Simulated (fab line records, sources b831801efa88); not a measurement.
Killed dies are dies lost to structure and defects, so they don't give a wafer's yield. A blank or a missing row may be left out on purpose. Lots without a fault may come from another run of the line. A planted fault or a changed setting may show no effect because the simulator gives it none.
Which tool did it? | flow sky130 | 7 lots, 21 wafers sampled, at 2 steps of a route of 708

WHAT THE GAUGES READ, wafer by wafer
SKY_LDD_HVN_TW_MEAS_10.
lot  | measured     | on            | LDD_HVN_TW
L707 | day 20 21:47 | film_metro-01 | 1442 1448 1443
L710 | day 21 18:35 | film_metro-01 | 1446 1448 1444
L715 | day 23 22:26 | film_metro-02 | 1429 1421 1412
L719 | day 25 00:20 | film_metro-01 | 1404 1406 1399 1403 1394 1407
L722 | day 26 09:22 | film_metro-01 | 1444 1431 1446
L726 | day 27 09:25 | film_metro-03 | 1429 1433 1435
L729 | day 28 13:22 | film_metro-01 | 1436 1434 1439

WHICH TOOL RAN EACH LOT (tool, then ch and the chambers of the sampled wafers, then the start)
lot  | SKY_LDD_HVN_IMPLANT_08
L707 | implanter-03 ch 0, day 20 21:33
L710 | implanter-01 ch 0, day 21 18:22
L715 | implanter-02 ch 0, day 23 22:13
L719 | implanter-03 ch 0, day 25 00:07
L722 | implanter-02 ch 0, day 26 09:07
L726 | implanter-02 ch 0, day 27 09:10
L729 | implanter-03 ch 0, day 28 13:07
- SKY_LDD_HVN_IMPLANT_08

THE ANSWER, worked out from the rows above alone
Rule: what is usual is taken from the lots themselves. Put in order of their means at a reading, lots are off if they are a third of the lots or fewer, leave a main group of 4 or more, and stand apart from it by a gap of 3 or more times the standard deviation of the main group's means; of several such gaps the widest counts. A main group whose means are all the same, to the digits that the tables above print for the reading, isn't used. A lot without any number at a reading at which 4 lots or more have one is off too. The other lots that the step has rows for count as sound.
No lot is off at any reading shown: from this, nothing can be told.

WHAT THE SIMULATOR HAD PUT IN
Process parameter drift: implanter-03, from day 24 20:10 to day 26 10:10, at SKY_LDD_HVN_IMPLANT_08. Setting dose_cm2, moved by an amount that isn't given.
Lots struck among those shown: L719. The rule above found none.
